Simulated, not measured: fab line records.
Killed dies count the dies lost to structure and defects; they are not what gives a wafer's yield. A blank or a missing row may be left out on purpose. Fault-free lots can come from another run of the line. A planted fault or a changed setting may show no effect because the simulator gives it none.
Which of the tools did it? -- flow sky130 -- 24 lots, 72 wafers sampled, at 6 steps of a route of 708

WHAT THE GAUGES READ, wafer by wafer
SKY_FIELD_ISO_BOW_MEAS_00. Usual: INCOMING_BOW 0 um, standard deviation 6.5.
lot,measured,on,INCOMING_BOW (um),flag
L074,day 1 10:00,film_metro-04,-5 -3 -6,
L075,day 1 15:00,film_metro-01,1 -1 -3,
L076,day 1 20:00,film_metro-02,2 6 -3,
L077,day 2 01:00,film_metro-04,-1 11 6,
L078,day 2 06:00,film_metro-02,-3 7 11,
L079,day 2 11:00,film_metro-02,7 -1 -3,
L080,day 2 16:00,film_metro-01,-1 5 -11,
L081,day 2 21:00,film_metro-04,-1 -6 17,
L082,day 3 02:02,film_metro-01,4 3 -5,
L083,day 3 07:00,film_metro-04,9 -1 6,
L084,day 3 12:01,film_metro-02,-9 -15 -3,
L085,day 3 17:01,film_metro-02,-6 -10 -3,
L086,day 3 22:00,film_metro-02,-1 -9 2,
L087,day 4 03:00,film_metro-02,0 1 -12,
L088,day 4 08:00,film_metro-01,-4 -1 -7,
L089,day 4 13:02,film_metro-02,1 -3 -1,
L090,day 4 18:01,film_metro-02,0 10 -8,
L091,day 4 23:01,film_metro-01,-10 1 0,
L092,day 5 04:00,film_metro-04,-10 0 -3,
L093,day 5 09:01,film_metro-02,3 -8 -2,
L094,day 5 14:00,film_metro-01,-7 2 3,
L095,day 5 19:01,film_metro-01,21 5 -1,
L096,day 6 00:00,film_metro-02,5 -12 -15,
L097,day 6 05:00,film_metro-01,5 -4 -5,

SKY_VIA3_CD_MEAS_12: target cd 200 nm. Usual: cd_nm 200.6 nm, standard deviation 1.5.
lot,measured,on,cd_nm (nm),flag
L074,day 39 22:22,cd_sem-02,203.5 202.6 203.4,
L075,day 40 04:29,cd_sem-01,202.5 204.0 201.9,
L076,day 40 10:53,cd_sem-01,199.5 200.6 200.7,
L077,day 41 00:02,cd_sem-01,199.1 198.5 197.2,
L078,day 40 20:10,cd_sem-02,200.5 200.8 200.0,
L079,day 41 14:01,cd_sem-01,199.3 200.4 200.2,
L080,day 41 14:47,cd_sem-02,198.7 199.1 198.3,
L081,day 42 01:53,cd_sem-02,199.4 198.7 200.7,
L082,day 42 02:52,cd_sem-02,200.9 200.9 200.0,
L083,day 42 09:02,cd_sem-02,201.5 201.7 202.0,
L084,day 42 23:45,cd_sem-02,203.1 202.7 203.9,
L085,day 43 02:27,cd_sem-01,200.8 199.3 199.9,
L086,day 43 10:26,cd_sem-02,201.0 200.4 200.9,
L087,day 43 13:35,cd_sem-02,199.5 199.3 198.9,
L088,day 43 23:05,cd_sem-01,201.0 199.7 201.3,
L089,day 44 10:46,cd_sem-01,198.7 198.6 200.0,
L090,day 44 18:12,cd_sem-02,201.4 202.7 201.6,
L091,day 44 17:44,cd_sem-02,200.8 200.6 201.2,
L092,day 45 05:26,cd_sem-01,201.5 202.0 201.7,
L093,day 45 12:16,cd_sem-01,199.0 199.1 199.3,
L094,day 45 18:50,cd_sem-01,201.8 201.5 201.0,
L095,day 46 06:44,cd_sem-01,199.3 199.5 199.4,
L096,day 46 10:05,cd_sem-02,200.9 201.3 201.3,
L097,day 46 05:53,cd_sem-01,202.5 200.9 201.8,

SKY_VIA3_OVL_MEAS_13. Usual: VIA3_OVL -5 nm, standard deviation 5.3.
lot,measured,on,VIA3_OVL (nm),flag
L074,day 39 22:29,overlay-01,-15 -12 -9,
L075,day 40 04:36,overlay-02,4 -3 2,
L076,day 40 11:01,overlay-02,1 1 1,
L077,day 41 00:09,overlay-01,-8 -4 -6,
L078,day 40 20:17,overlay-01,-6 -7 -3,
L079,day 41 14:08,overlay-01,-6 -8 -10,
L080,day 41 14:55,overlay-02,-8 -8 -11,
L081,day 42 02:00,overlay-01,-3 -3 -11,
L082,day 42 02:58,overlay-02,-10 1 -6,
L083,day 42 09:09,overlay-02,2 -4 -1,
L084,day 42 23:51,overlay-02,-8 -10 2,
L085,day 43 02:33,overlay-01,-10 -10 -6,
L086,day 43 10:34,overlay-02,-4 -4 -3,
L087,day 43 13:42,overlay-02,-7 -9 -7,
L088,day 43 23:12,overlay-01,-4 -5 -2,
L089,day 44 10:52,overlay-01,4 3 4,
L090,day 44 18:18,overlay-02,-12 -5 -7,
L091,day 44 17:50,overlay-02,0 4 0,
L092,day 45 05:34,overlay-01,-2 -3 -5,
L093,day 45 12:22,overlay-02,-13 -8 -4,
L094,day 45 18:57,overlay-01,-1 -3 -6,
L095,day 46 06:50,overlay-02,-8 -6 -6,
L096,day 46 10:12,overlay-02,-1 2 3,
L097,day 46 06:00,overlay-02,-6 -6 -11,

SKY_PASSIVATION_THK_MEAS_03. Usual: PASSIVATION_CVD_02_THK 539 nm, standard deviation 8.5.
lot,measured,on,PASSIVATION_CVD_02_THK (nm),flag
L074,day 44 02:04,film_metro-02,532 546 548,
L075,day 44 11:12,film_metro-03,526 545 534,
L076,day 44 14:27,film_metro-04,530 531 542,
L077,day 45 02:55,film_metro-04,529 542 545,
L078,day 44 20:44,film_metro-03,540 534 548,
L079,day 45 16:04,film_metro-04,543 554 546,
L080,day 45 17:16,film_metro-03,535 532 537,
L081,day 46 01:19,film_metro-02,531 537 544,
L082,day 46 04:08,film_metro-04,524 544 545,
L083,day 46 07:16,film_metro-02,539 528 533,
L084,day 46 19:35,film_metro-02,524 528 530,
L085,day 46 21:13,film_metro-03,535 526 546,
L086,day 47 08:00,film_metro-03,528 538 526,
L087,day 47 11:25,film_metro-04,535 535 526,
L088,day 47 17:09,film_metro-02,549 539 562,
L089,day 48 02:53,film_metro-03,541 556 549,
L090,day 48 11:16,film_metro-02,540 529 546,
L091,day 48 10:10,film_metro-02,540 544 537,
L092,day 48 20:25,film_metro-03,539 545 549,
L093,day 49 02:25,film_metro-03,540 542 542,
L094,day 49 08:41,film_metro-04,542 548 552,
L095,day 49 17:10,film_metro-03,529 551 532,
L096,day 49 20:31,film_metro-02,526 516 525,
L097,day 49 17:27,film_metro-03,542 548 551,

TOOL THAT RAN EACH LOT (tool first, then ch and the chambers of the sampled wafers, then the start)
lot,SKY_CAPM_METAL_ETCH_13,SKY_CAP2M_STRIP_14
L074,"rie_metal-02 ch 0,1, day 37 17:16","plasma_asher-01 ch 1, day 41 00:28"
L075,"rie_metal-03 ch 0, day 37 22:25","plasma_asher-03 ch 0,1, day 41 06:31"
L076,"rie_metal-01 ch 0,1, day 38 06:52","plasma_asher-03 ch 0,1, day 41 12:01"
L077,"rie_metal-02 ch 0,1, day 38 20:40","plasma_asher-01 ch 0,1, day 42 01:52"
L078,"rie_metal-03 ch 0, day 38 16:07","plasma_asher-03 ch 1, day 41 21:19"
L079,"rie_metal-01 ch 0,1, day 39 10:59","plasma_asher-03 ch 1, day 42 16:21"
L080,"rie_metal-02 ch 0,1, day 39 11:49","plasma_asher-03 ch 0,1, day 42 16:53"
L081,"rie_metal-03 ch 0,1, day 39 23:31","plasma_asher-03 ch 0, day 43 03:01"
L082,"rie_metal-02 ch 0,1, day 40 00:05","plasma_asher-04 ch 0,1, day 43 04:21"
L083,"rie_metal-01 ch 0, day 40 06:49","plasma_asher-01 ch 0,1, day 43 09:58"
L084,"rie_metal-01 ch 0,1, day 40 22:23","plasma_asher-04 ch 0,1, day 43 23:07"
L085,"rie_metal-03 ch 0,1, day 41 00:34","plasma_asher-04 ch 0,1, day 44 02:10"
L086,"rie_metal-01 ch 0,1, day 41 09:01","plasma_asher-01 ch 0,1, day 44 12:35"
L087,"rie_metal-03 ch 0,1, day 41 12:37","plasma_asher-03 ch 0,1, day 44 13:58"
L088,"rie_metal-03 ch 0,1, day 41 23:58","plasma_asher-01 ch 0,1, day 44 22:40"
L089,"rie_metal-03 ch 0,1, day 42 08:26","plasma_asher-01 ch 0,1, day 45 09:59"
L090,"rie_metal-02 ch 0,1, day 42 17:50","plasma_asher-04 ch 0,1, day 45 17:37"
L091,"rie_metal-01 ch 1, day 42 17:43","plasma_asher-04 ch 0,1, day 45 16:58"
L092,"rie_metal-02 ch 0,1, day 43 05:26","plasma_asher-01 ch 0,1, day 46 04:56"
L093,"rie_metal-01 ch 0,1, day 43 13:32","plasma_asher-03 ch 0,1, day 46 11:28"
L094,"rie_metal-01 ch 0,1, day 43 20:08","plasma_asher-03 ch 0,1, day 46 17:37"
L095,"rie_metal-03 ch 0,1, day 44 09:46","plasma_asher-03 ch 0,1, day 47 04:13"
L096,"rie_metal-03 ch 0,1, day 44 12:53","plasma_asher-04 ch 0,1, day 47 08:31"
L097,"rie_metal-01 ch 0,1, day 44 08:14","plasma_asher-04 ch 0,1, day 47 04:11"
- SKY_CAPM_METAL_ETCH_13: etches TiN in Cl2/BCl3, stops on SiO2, target depth 220 nm, time 62.9 s.
- SKY_CAP2M_STRIP_14: strips in O2/N2.

AS READ BY THE TOOLS THEMSELVES (means over the sampled wafers that have a number; for cases with no such wafer, the mark the record gives instead)
SKY_CAPM_METAL_ETCH_13. Usual: drypump_motor_current_A 5.5 A, standard deviation 0.49; oes_product_au 0.942 a.u., standard deviation 0.0084; throttle_valve_pct 21.901 %, standard deviation 0.0099.
lot,tool,drypump_motor_current_A (A),oes_product_au (a.u.),throttle_valve_pct (%),flag
L074,rie_metal-02,5.1,0.949,21.898,
L075,rie_metal-03,5.4,0.950,21.898,
L076,rie_metal-01,5.9,0.928,21.905,
L077,rie_metal-02,5.1,0.951,21.896,
L078,rie_metal-03,5.4,0.938,21.900,
L079,rie_metal-01,5.9,0.945,21.896,
L080,rie_metal-02,5.0,0.946,21.902,
L081,rie_metal-03,5.8,0.941,21.897,
L082,rie_metal-02,5.0,0.939,21.908,
L083,rie_metal-01,6.3,0.944,21.895,
L084,rie_metal-01,5.5,0.952,21.895,
L085,rie_metal-03,5.9,0.935,21.890,
L086,rie_metal-01,5.5,0.939,21.914,
L087,rie_metal-03,5.9,0.946,21.901,
L088,rie_metal-03,5.6,0.932,21.904,
L089,rie_metal-03,5.6,0.953,21.892,
L090,rie_metal-02,5.0,0.947,21.903,
L091,rie_metal-01,5.2,0.936,21.904,
L092,rie_metal-02,5.0,0.941,21.905,
L093,rie_metal-01,5.9,0.933,21.897,
L094,rie_metal-01,5.6,0.930,21.916,
L095,rie_metal-03,5.9,0.949,21.903,
L096,rie_metal-03,5.9,0.935,21.899,
L097,rie_metal-01,5.6,0.952,21.900,

SKY_CAP2M_STRIP_14. Usual: drypump_motor_current_A 5.7 A, standard deviation 0.47; oes_product_au 0.710 a.u., standard deviation 0.0044; strip_time_to_endpoint_s 12.66 s, standard deviation 0.045.
lot,tool,drypump_motor_current_A (A),oes_product_au (a.u.),strip_time_to_endpoint_s (s),flag
L074,plasma_asher-01,5.7,0.707,12.64,
L075,plasma_asher-03,5.3,0.707,12.64,
L076,plasma_asher-03,5.3,0.708,12.69,
L077,plasma_asher-01,6.0,0.707,12.57,
L078,plasma_asher-03,5.3,0.711,12.68,
L079,plasma_asher-03,5.2,0.714,12.61,
L080,plasma_asher-03,5.2,0.711,12.70,
L081,plasma_asher-03,5.3,0.711,12.69,
L082,plasma_asher-04,5.9,0.714,12.63,
L083,plasma_asher-01,5.8,0.713,12.57,
L084,plasma_asher-04,6.2,0.711,12.71,
L085,plasma_asher-04,6.2,0.708,12.66,
L086,plasma_asher-01,5.8,0.716,12.71,
L087,plasma_asher-03,5.2,0.710,12.71,
L088,plasma_asher-01,5.8,0.710,12.65,
L089,plasma_asher-01,6.0,0.711,12.63,
L090,plasma_asher-04,6.2,0.710,12.65,
L091,plasma_asher-04,6.2,0.712,12.65,
L092,plasma_asher-01,5.8,0.710,12.69,
L093,plasma_asher-03,5.3,0.709,12.61,
L094,plasma_asher-03,5.3,0.714,12.64,
L095,plasma_asher-03,5.2,0.708,12.68,
L096,plasma_asher-04,6.2,0.713,12.67,
L097,plasma_asher-04,5.9,0.710,12.69,

THE ANSWER, worked out from the rows above alone
Rule: a lot counts as off when the mean over its wafers that have a number is more than 3 standard deviations away from the usual mean. A lot without any number at a reading at which 4 lots or more have one is off too. The other lots that the step has rows for count as sound. First the gauges in route order, then the tools' own readings, where a lot's mean is used as printed above. At the first step where some lot is off, the reading lying furthest off is the one used; lots without a number count as furthest.
No lot is off at any reading shown: from this, nothing can be told.

WHAT THE SIMULATOR HAD INSERTED
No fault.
